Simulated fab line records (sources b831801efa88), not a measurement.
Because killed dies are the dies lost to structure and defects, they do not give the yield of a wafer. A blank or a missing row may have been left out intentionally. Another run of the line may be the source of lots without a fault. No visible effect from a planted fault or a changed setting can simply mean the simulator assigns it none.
fab line records | flow sky130
[record] lots = 6 wafers = 18 last_day = 50
route steps=708 shown SPACER@306 POLY_CUT@307 PAD_OPEN@708
lots that met no fault: from a run of the same line without faults
start_h: start of the lot's first displayed wafer, in hours after the record's first day | wait_h: hours from the lot's prior step to this one | " identical to the entry in the row above | L1.1+2: a row that stands for several wafers | - no value present, or no start provided | * or withheld: withheld | < > ~ a bound
route shown NAME@n: NAME is a module with steps in the file, n the number in the route of the first one | usual: mean/standard deviation of fault-free wafers | same: alike in all rows | chamber/n: place in a boat | sites: the reading at each site | _std_site: standard deviation across them | _edge_site: the outer-site mean with the inner-site mean subtracted | radius_mm: for every site, how far away it sits from the centre of the wafer | mask NAME#n: copy n | behind: the last tool/chamber to shape the wafer | hold: why the lot went on hold/how many hours it stayed there/how the hold came to an end | device: which transistor (n, p or np) failed to switch | end of line: the tests these same wafers got at the end of their route | where a step has no rows: the recipe by itself | killed: not the wafer's yield, but the dies lost to structure and defects at the first sort | map: shows each die of a wafer: x if killed, . if not, _ if none is there
set.NAME: the setting that was run; set.NAME@STEP: the one run at that earlier step | model.NAME: the simulator's own value behind a step, which no gauge read
lots seen at some steps along the route; tables by step, rows by wafer
services: from which hour (start_h, from the record's first day; less than 0 if before it) a tool's chamber was out of use, for how many hours, and why
[[steps]]
[step SKY_SPACER_ETCHBACK_02]
[recipe] chemistry = CH3F/O2 target = Si3N4 stop_on = SiO2 source_w = 400 bias_w = 80 pressure_mtorr = 25 ch3f_flow_sccm = 40 O2_flow_sccm = 30 time_s = 46.7 target_depth_a = 450
[usual] drypump_motor_current_A = 5.7/0.51 oes_product_au = 0.857/0.0063 throttle_valve_pct = 10.563/0.0091
// columns lot.wafer tool chamber start_h wait_h drypump_motor_current_A oes_product_au rf_hours_counter_h throttle_valve_pct
L458.1 rie_diel-04 1 553.09 0.1 4.9 0.852 17 10.570
L458.3 " 3 " " 5.0 0.847 4 10.550
L458.6 " 3 " " 5.0 0.856 - 10.572
L464.1 rie_diel-04 0 598.08 0.1 6.4 0.852 53 10.550
L464.5 " 3 " " 5.0 0.849 - 10.573
L464.6 " 0 " " 6.4 0.859 - 10.566
L469.1 rie_diel-02 3 646.17 0.1 5.2 0.849 29 10.559
L469.3 " 1 " " 5.9 0.856 3 10.551
L469.6 " 3 " " 5.2 0.853 - 10.551
L470.1 rie_diel-02 2 652.34 0.1 5.5 0.857 2 10.564
L470.4 " 3 " " 5.1 0.854 29 10.568
L470.6 " 2 " " 5.5 0.848 - 10.558
L471.1 rie_diel-04 0 661.87 0.1 6.4 0.859 54 10.547
L471.2 " 1 " " 4.9 0.856 18 10.560
L471.3 " 3 " " 5.0 0.860 6 10.560
L478.1 rie_diel-04 1 724.48 0.1 4.9 0.852 20 10.551
L478.2 " 2 " " 6.4 0.852 9 10.565
L478.6 " 1 " " 4.9 0.861 - 10.580
[step SKY_POLY_CUT_DEHYDRATE_00]
[recipe] temp_c = 200 time_s = 60
[step SKY_POLY_CUT_HMDS_01]
[recipe] prime_time_s = 60 prime_temp_c = 120
[step SKY_POLY_CUT_COAT_02]
[recipe] resist = BARC temp_c = withheld time_s = withheld spin_rpm = 3000 resist_thk_nm = 60
[step SKY_POLY_CUT_COAT_03]
[recipe] resist = KrF-thick spin_rpm = 3000 resist_thk_nm = 450
[step SKY_POLY_CUT_SOFTBAKE_04]
[recipe] temp_c = 100 time_s = 90 resist = KrF-thick
[step SKY_POLY_CUT_EXPOSE_05]
[recipe] mask_id = NPCM na = 0.8 source_shape = annular sigma_inner = 0.55 sigma_outer = 0.85 target_cd_nm = 270 dose_mj = 32
[step SKY_POLY_CUT_PEB_06]
[recipe] peb_temp_c = withheld peb_time_s = withheld resist = KrF-thick
[step SKY_POLY_CUT_DEVELOP_07]
[recipe] develop_time_s = 60 resist = KrF-thick dev_temp_c = 21
[step SKY_POLY_CUT_CD_MEAS_08]
[recipe] target_cd_nm = 270
[usual] cd_nm = 270.1/1.6
// columns lot.wafer tool chamber start_h wait_h cd_nm
L458.1 cd_sem-01 - 583.22 - 267.2
L458.3 " - " " 268.0
L458.6 " - " " 269.1
L464.1 cd_sem-02 - 627.45 - 269.0
L464.5 " - " " 269.1
L464.6 " - " " 269.1
L469.1 cd_sem-02 - 674.00 - 269.4
L469.3 " - " " 269.3
L469.6 " - " " 269.1
L470.1 cd_sem-01 - 680.77 - 268.0
L470.4 " - " " 268.5
L470.6 " - " " 269.4
L471.1 cd_sem-01 - 690.06 - 270.6
L471.2 " - " " 271.4
L471.3 " - " " 270.3
L478.1 cd_sem-01 - 751.87 - 269.7
L478.2 " - " " 270.2
L478.6 " - " " 269.8
[step SKY_POLY_CUT_OVL_MEAS_09]
[usual] POLY_CUT_OVL = -2/5.4
// columns lot.wafer tool chamber start_h wait_h POLY_CUT_OVL[nm]
L458.1 overlay-02 - 583.34 0.1 -13
L458.3 " - " " -10
L458.6 " - " " -2
L464.1 overlay-01 - 627.57 0.1 13
L464.5 " - " " 6
L464.6 " - " " 11
L469.1 overlay-01 - 674.12 0.1 -12
L469.3 " - " " -10
L469.6 " - " " -12
L470.1 overlay-01 - 680.89 0.1 1
L470.4 " - " " 0
L470.6 " - " " -4
L471.1 overlay-02 - 690.18 0.1 -2
L471.2 " - " " 4
L471.3 " - " " -6
L478.1 overlay-01 - 751.99 0.1 -1
L478.2 " - " " 2
L478.6 " - " " -5
[step SKY_POLY_CUT_ETCH_10]
[recipe] chemistry = N2/H2 target = BARC ion_energy_ev = 200 source_w = 500 bias_w = 100 pressure_mtorr = 30 n2_flow_sccm = 100 h2_flow_sccm = 200 stop_on = SiO2 time_s = 45.9 target_depth_a = 600
[usual] bias_w = 100.0/0.33 chamber_pressure_mTorr = 29.997/0.027 drypump_motor_current_A = 5.7/0.48 oes_product_au = 0.854/0.0048 throttle_valve_pct = 13.226/0.0087
// columns lot.wafer tool chamber start_h wait_h bias_w chamber_pressure_mTorr drypump_motor_current_A oes_product_au rf_hours_counter_h throttle_valve_pct
L458.1 rie_diel-02 1 583.38 0.0 100.3 30.029 6.0 0.843 2 13.221
L458.3 " 3 " " 99.5 30.044 5.2 0.846 27 13.236
L458.6 " 1 " " 100.0 30.056 5.9 0.856 - 13.234
L464.1 rie_diel-02 3 627.61 0.0 99.3 29.954 5.2 0.857 28 13.233
L464.5 " 0 " " 99.6 29.959 5.8 0.855 - 13.240
L464.6 " 3 " " 99.9 29.987 5.1 0.849 - 13.211
L469.1 rie_diel-02 3 674.16 0.0 100.2 29.983 5.2 0.852 30 13.236
L469.3 " 2 " " 100.2 30.023 5.5 0.857 3 13.236
L469.6 " 1 " " 100.4 30.035 5.9 0.854 - 13.227
L470.1 rie_diel-04 1 680.93 0.0 100.4 29.970 4.9 0.847 19 13.213
L470.4 " 2 " " 100.1 29.958 6.4 0.853 - 13.221
L470.6 " 0 " " 99.5 29.981 6.3 0.853 - 13.226
L471.1 rie_diel-02 0 690.22 0.0 99.5 29.976 5.8 0.862 26 13.221
L471.2 " 1 " " 99.9 30.022 6.0 0.859 4 13.230
L471.3 " 3 " " 100.0 30.012 5.1 0.853 30 13.230
L478.1 rie_diel-04 3 752.03 0.0 100.0 30.012 5.0 0.859 7 13.226
L478.2 " 0 " " 99.9 29.990 6.4 0.860 1 13.220
L478.6 " 2 " " 100.1 29.987 6.4 0.852 - 13.234
[step SKY_POLY_CUT_ETCH_11]
[recipe] target = Si3N4 chemistry = CF4/CH2F2/Ar stop_on = poly-Si source_w = 600 bias_w = 150 pressure_mtorr = 40 cf4_flow_sccm = 40 ch2f2_flow_sccm = 20 Ar_flow_sccm = 150 time_s = 42.5 target_depth_a = 600
[usual] bias_w = 150.0/0.44 cf4_flow_sccm = 40.01/0.11 drypump_motor_current_A = 5.7/0.48 oes_product_au = 0.831/0.0056 throttle_valve_pct = 14.994/0.0093
// columns lot.wafer tool chamber start_h wait_h bias_w cf4_flow_sccm drypump_motor_current_A oes_product_au rf_hours_counter_h throttle_valve_pct
L458.1 rie_diel-02 1 583.42 0.0 150.1 39.98 5.9 0.835 2 14.991
L458.3 " 3 " " 149.8 40.00 5.1 0.836 27 14.977
L458.6 " 1 " " 149.6 40.01 5.9 0.826 - 14.996
L464.1 rie_diel-02 3 627.65 0.0 149.0 39.85 5.2 0.822 29 15.006
L464.5 " 0 " " 149.6 39.99 5.8 0.835 - 14.999
L464.6 " 3 " " 149.7 40.06 5.2 0.827 - 14.999
L469.1 rie_diel-02 3 674.20 0.0 - - - - - -
L469.3 " 2 " " - - - - - -
L469.6 " 1 " " - - - - - -
L470.1 rie_diel-04 1 680.97 0.0 - - - - - -
L470.4 " 2 " " - - - - - -
L470.6 " 0 " " - - - - - -
L471.1 rie_diel-02 0 690.26 0.0 149.8 39.96 5.8 0.821 26 15.013
L471.2 " 1 " " 149.6 40.15 5.9 0.818 4 14.983
L471.3 " 3 " " 149.7 40.08 5.1 0.836 30 14.992
L478.1 rie_diel-04 3 752.07 0.0 149.9 39.90 5.0 0.830 7 14.995
L478.2 " 0 " " 150.1 39.90 6.3 0.829 1 15.000
L478.6 " 2 " " 149.8 40.03 6.4 0.837 - 14.996
[step SKY_POLY_CUT_STRIP_12]
[recipe] chemistry = O2/N2 power_w = 1400 pressure_mtorr = 1500 platen_temp_c = withheld o2_flow_sccm = 3000 n2_flow_sccm = 300 overash_fraction = 0.5
[usual] drypump_motor_current_A = 5.78/0.18 oes_product_au = 0.451/0.0049 strip_time_to_endpoint_s = 5.349/0.017
// columns lot.wafer tool chamber start_h wait_h drypump_motor_current_A oes_product_au rf_hours_counter_h strip_time_to_endpoint_s
L458.1 plasma_asher-04 1 583.46 0.0 5.71 0.453 89 5.351
L458.3 " 1 " " 5.72 0.452 - 5.373
L458.6 " 1 " " 5.71 0.449 - 5.371
L464.1 plasma_asher-01 0 627.69 0.0 6.00 0.455 80 5.322
L464.5 " 0 " " 5.99 0.447 - 5.335
L464.6 " 1 " " 5.74 0.454 - 5.325
L469.1 plasma_asher-02 1 674.24 0.0 5.47 0.454 23 5.365
L469.3 " 1 " " 5.50 0.452 - 5.347
L469.6 " 0 " " 6.05 0.452 - 5.338
L470.1 plasma_asher-04 1 681.01 0.0 5.67 0.459 99 5.352
L470.4 " 0 " " 5.64 0.451 - 5.358
L470.6 " 0 " " 5.62 0.452 - 5.363
L471.1 plasma_asher-01 0 690.30 0.0 5.99 0.439 86 5.365
L471.2 " 1 " " 5.76 0.450 86 5.360
L471.3 " 1 " " 5.73 0.456 - 5.361
L478.1 plasma_asher-01 1 752.11 0.0 5.79 0.456 92 5.388
L478.2 " 0 " " 6.02 0.455 92 5.403
L478.6 " 0 " " 6.00 0.452 - 5.374
[step SKY_PAD_OPEN_PROBE_99]
[usual] killed_at_M0_to_M3 = 43/7.1 killed_at_M4_up = 3.0/1.9 killed_at_contacts = 24/5 killed_at_front_end = 15/4.3 killed_at_other = 0.3/0.5 killed_dies = 85/9.6 killed_on_rim = 17/4.3 killed_open = 46/7.1 killed_short = 39/6.8
[same] gross_dies = 492 killed_at_back_side = 0
// columns lot.wafer tool chamber start_h wait_h killed_at_M0_to_M3 killed_at_M4_up killed_at_contacts killed_at_front_end killed_at_other killed_dies killed_on_rim killed_open killed_short
L458.1 prober-02 - 1094.67 0.1 41 4 22 16 0 83 17 48 35
L458.3 prober-02 - 1094.77 0.2 40 4 21 14 1 80 16 41 39
L458.6 prober-02 - 1094.92 0.2 39 2 20 13 0 74 8 41 33
L464.1 prober-01 - 1120.82 0.1 53 3 17 18 0 91 17 37 54
L464.5 prober-01 - 1121.02 0.2 52 0 14 29 0 95 21 59 36
L464.6 prober-01 - 1121.07 0.2 49 2 21 23 0 95 26 51 44
L469.1 prober-01 - 1152.93 0.1 44 3 28 416 1 492 96 50 48
L469.3 prober-01 - 1153.03 0.2 38 2 16 436 0 492 96 38 28
L469.6 prober-01 - 1153.18 0.2 43 3 25 421 0 492 96 46 41
L470.1 prober-02 - 1154.68 0.1 54 2 19 417 0 492 96 54 33
L470.4 prober-02 - 1154.83 0.2 36 3 25 428 0 492 96 48 32
L470.6 prober-02 - 1154.93 0.2 50 2 27 413 0 492 96 44 43
L471.1 prober-01 - 1172.49 0.1 41 3 23 10 0 77 18 36 41
L471.2 prober-01 - 1172.54 0.1 38 3 25 14 1 81 15 33 48
L471.3 prober-01 - 1172.59 0.2 44 1 29 18 0 92 16 53 39
L478.1 prober-02 - 1198.73 0.1 34 7 12 10 0 63 8 33 30
L478.2 prober-02 - 1198.78 0.1 44 2 22 21 1 90 21 53 37
L478.6 prober-02 - 1198.98 0.2 44 1 21 9 0 75 21 37 38
// killed by level:class
L458.1 LI_CONTACT:geometric_particle:open=9 VIA1:geometric_particle:open=8 CONTACT:geometric_particle:open=8 VIA2:geometric_particle:open=7 VIA1:geometric_particle:short=5 FIELD_ISO:geometric_particle:short=4 POLY_GATE:geometric_particle:open=4 LOCAL_INTERCONNECT:geometric_particle:short=4
L458.3 VIA1:geometric_particle:open=16 CONTACT:geometric_particle:open=7 LOCAL_INTERCONNECT:geometric_particle:short=5 FIELD_ISO:geometric_particle:short=4 LI_CONTACT:geometric_particle:short=4 METAL4:geometric_particle:short=4 VIA3:geometric_particle:open=4 METAL2:geometric_particle:short=4
L458.6 LI_CONTACT:geometric_particle:open=10 METAL1:geometric_particle:short=8 VIA3:geometric_particle:open=7 FIELD_ISO:geometric_particle:open=5 CONTACT:geometric_particle:open=5 FIELD_ISO:geometric_particle:short=4 VIA1:geometric_particle:short=4 METAL2:geometric_particle:short=4
L464.1 VIA1:geometric_particle:open=11 VIA1:geometric_particle:short=9 FIELD_ISO:geometric_particle:short=6 METAL2:geometric_particle:short=6 POLY_GATE:geometric_particle:short=5 LOCAL_INTERCONNECT:geometric_particle:short=5 VIA2:geometric_particle:open=5 VIA3:geometric_particle:short=5
L464.5 VIA1:geometric_particle:open=12 FIELD_ISO:geometric_particle:open=10 VIA2:geometric_particle:open=7 POLY_GATE:geometric_particle:open=7 METAL2:geometric_particle:short=7 VIA3:geometric_particle:open=7 CONTACT:geometric_particle:open=6 METAL1:geometric_particle:short=6
L464.6 VIA1:geometric_particle:open=13 CONTACT:geometric_particle:open=10 FIELD_ISO:geometric_particle:short=8 METAL1:geometric_particle:short=7 FIELD_ISO:geometric_particle:open=6 VIA1:geometric_particle:short=6 METAL2:geometric_particle:short=6 LI_CONTACT:geometric_particle:open=4
L469.1 POLY_CUT:area_etch=394 CONTACT:geometric_particle:open=12 FIELD_ISO:geometric_particle:short=8 VIA2:geometric_particle:open=7 VIA1:geometric_particle:open=7 LI_CONTACT:geometric_particle:open=7 VIA1:geometric_particle:short=7 VIA3:geometric_particle:short=7
L469.3 POLY_CUT:area_etch=426 VIA1:geometric_particle:open=8 LI_CONTACT:geometric_particle:open=5 CONTACT:geometric_particle:open=5 VIA1:geometric_particle:short=5 METAL2:geometric_particle:short=5 VIA2:geometric_particle:open=5 VIA3:geometric_particle:open=5
L469.6 POLY_CUT:area_etch=405 VIA3:geometric_particle:open=10 VIA1:geometric_particle:open=9 CONTACT:geometric_particle:open=7 LI_CONTACT:geometric_particle:open=7 CONTACT:geometric_particle:short=7 VIA1:geometric_particle:short=7 FIELD_ISO:geometric_particle:short=5
L470.1 POLY_CUT:area_etch=405 VIA1:geometric_particle:open=17 CONTACT:geometric_particle:open=9 VIA3:geometric_particle:open=7 VIA2:geometric_particle:open=7 VIA1:geometric_particle:short=6 POLY_GATE:geometric_particle:open=5 POLY_GATE:geometric_particle:short=4
L470.4 POLY_CUT:area_etch=412 VIA1:geometric_particle:open=12 CONTACT:geometric_particle:open=10 POLY_GATE:geometric_particle:open=5 LI_CONTACT:geometric_particle:open=5 LOCAL_INTERCONNECT:geometric_particle:short=5 VIA2:geometric_particle:open=5 METAL3:geometric_particle:short=5
L470.6 POLY_CUT:area_etch=405 VIA1:geometric_particle:open=10 METAL1:geometric_particle:short=8 LI_CONTACT:geometric_particle:open=7 CONTACT:geometric_particle:short=7 METAL2:geometric_particle:short=7 CONTACT:geometric_particle:open=6 LOCAL_INTERCONNECT:geometric_particle:short=5
L471.1 VIA1:geometric_particle:open=9 LI_CONTACT:geometric_particle:open=7 CONTACT:geometric_particle:open=6 VIA1:geometric_particle:short=6 METAL2:geometric_particle:short=6 METAL1:geometric_particle:short=5 CONTACT:geometric_particle:short=4 VIA2:geometric_particle:open=4
L471.2 CONTACT:geometric_particle:open=7 METAL1:geometric_particle:short=6 VIA2:geometric_particle:open=6 LI_CONTACT:geometric_particle:open=5 VIA1:geometric_particle:short=5 VIA1:geometric_particle:open=5 POLY_GATE:geometric_particle:short=4 LI_CONTACT:geometric_particle:short=4
L471.3 VIA1:geometric_particle:open=12 CONTACT:geometric_particle:open=11 LI_CONTACT:geometric_particle:open=8 VIA2:geometric_particle:open=7 POLY_GATE:geometric_particle:short=6 METAL2:geometric_particle:short=6 FIELD_ISO:geometric_particle:short=5 POLY_GATE:geometric_particle:open=5
L478.1 VIA3:geometric_particle:open=10 FIELD_ISO:geometric_particle:short=7 LI_CONTACT:geometric_particle:open=5 VIA1:geometric_particle:short=5 VIA2:geometric_particle:open=5 METAL4:geometric_particle:short=4 VIA1:geometric_particle:open=4 METAL2:geometric_particle:short=4
L478.2 VIA1:geometric_particle:open=15 CONTACT:geometric_particle:open=10 FIELD_ISO:geometric_particle:open=7 POLY_GATE:geometric_particle:short=6 VIA3:geometric_particle:open=5 CONTACT:geometric_particle:short=4 LI_CONTACT:geometric_particle:short=4 METAL2:geometric_particle:short=4
L478.6 VIA1:geometric_particle:open=12 CONTACT:geometric_particle:open=9 VIA1:geometric_particle:short=7 LOCAL_INTERCONNECT:geometric_particle:short=5 VIA2:geometric_particle:short=5 FIELD_ISO:geometric_particle:short=4 METAL1:geometric_particle:short=4 VIA3:geometric_particle:short=4
// map L469.1 (x killed, . not)
__________xxxxxxxxxx_________
________xxxxxxxxxxxxxx_______
______xxxxxxxxxxxxxxxxxx_____
_____xxxxxxxxxxxxxxxxxxxx____
____xxxxxxxxxxxxxxxxxxxxxx___
___xxxxxxxxxxxxxxxxxxxxxxxx__
__xxxxxxxxxxxxxxxxxxxxxxxxxx_
_xxxxxxxxxxxxxxxxxxxxxxxxxxxx
_xxxxxxxxxxxxxxxxxxxxxxxxxxxx
_xxxxxxxxxxxxxxxxxxxxxxxxxxxx
_xxxxxxxxxxxxxxxxxxxxxxxxxxxx
_xxxxxxxxxxxxxxxxxxxxxxxxxxxx
_xxxxxxxxxxxxxxxxxxxxxxxxxxxx
_xxxxxxxxxxxxxxxxxxxxxxxxxxxx
_xxxxxxxxxxxxxxxxxxxxxxxxxxxx
__xxxxxxxxxxxxxxxxxxxxxxxxxx_
___xxxxxxxxxxxxxxxxxxxxxxxx__
____xxxxxxxxxxxxxxxxxxxxxx___
_____xxxxxxxxxxxxxxxxxxxx____
______xxxxxxxxxxxxxxxxxx_____
________xxxxxxxxxxxxxx_______
__________xxxxxxxxxx_________
// map L470.1 (x killed, . not)
__________xxxxxxxxxx_________
________xxxxxxxxxxxxxx_______
______xxxxxxxxxxxxxxxxxx_____
_____xxxxxxxxxxxxxxxxxxxx____
____xxxxxxxxxxxxxxxxxxxxxx___
___xxxxxxxxxxxxxxxxxxxxxxxx__
__xxxxxxxxxxxxxxxxxxxxxxxxxx_
_xxxxxxxxxxxxxxxxxxxxxxxxxxxx
_xxxxxxxxxxxxxxxxxxxxxxxxxxxx
_xxxxxxxxxxxxxxxxxxxxxxxxxxxx
_xxxxxxxxxxxxxxxxxxxxxxxxxxxx
_xxxxxxxxxxxxxxxxxxxxxxxxxxxx
_xxxxxxxxxxxxxxxxxxxxxxxxxxxx
_xxxxxxxxxxxxxxxxxxxxxxxxxxxx
_xxxxxxxxxxxxxxxxxxxxxxxxxxxx
__xxxxxxxxxxxxxxxxxxxxxxxxxx_
___xxxxxxxxxxxxxxxxxxxxxxxx__
____xxxxxxxxxxxxxxxxxxxxxx___
_____xxxxxxxxxxxxxxxxxxxx____
______xxxxxxxxxxxxxxxxxx_____
________xxxxxxxxxxxxxx_______
__________xxxxxxxxxx_________
[[services]]
// columns tool chamber start_h hours kind
rie_diel-02 0 556.79 5.8 repair
rie_diel-02 1 557.59 16.3 repair
rie_diel-02 0 625.62 1.6 repair
rie_diel-02 2 635.49 16.2 repair
rie_diel-04 3 670.12 13.5 repair
rie_diel-02 - 675.24 2.8 pm
rie_diel-04 0 683.66 - clean
rie_diel-04 0 683.66 19.0 scheduled_down
rie_diel-04 0 683.66 19.0 vent_cycle
rie_diel-04 - 686.39 7.2 repair
rie_diel-02 - 700.35 0.1 repair
rie_diel-04 1 708.05 4.2 repair
rie_diel-04 2 712.05 4.6 repair
rie_diel-02 - 727.87 0.5 repair
rie_diel-04 0 731.63 1.4 repair
plasma_asher-04 - 733.75 9.0 pm
plasma_asher-04 0 733.75 9.0 vent_cycle
plasma_asher-04 1 733.75 9.0 vent_cycle
plasma_asher-04 0 742.75 - clean
plasma_asher-04 1 742.75 - clean
plasma_asher-02 - 749.64 2.8 pm
[[key]]
[first_sign] step = SKY_POLY_CUT_ETCH_11 reading = tool_record direction = missing
[effect] step = SKY_PAD_OPEN_PROBE_99 reading = killed_at_front_end direction = up sigmas = 95 usual = 15 struck = 422
[more_kills_born_at] SKY_POLY_CUT_ETCH_11@rie_diel-02 = 1225 SKY_POLY_CUT_ETCH_11@rie_diel-04 = 1222
met_at SKY_POLY_CUT_ETCH_11
struck_wafers L469.1,L469.3,L469.6,L470.1,L470.4,L470.6
later_rows_left_out L469.1,L469.3,L469.6,L470.1,L470.4,L470.6
tester_left_out L469,L470
onset_between 627.65 674.20
[fault] kind = skipped_step_whole tool = rie_diel-02,rie_diel-04 chamber = - onset_h = 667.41 steps = SKY_POLY_CUT_ETCH_11 scope = struck_lots_only
// tester_left_out: of these lots the tester's yield and bins aren't shown, on N5 and GAA mostly nor the transistor test; their killed dies are dies lost to structure and defects alone, not to doping, threshold or leakage, so they don't give the yield
// later_rows_left_out: the simulator's readings of these wafers behind a module that went badly wrong aren't trusted and aren't shown, but for the sort
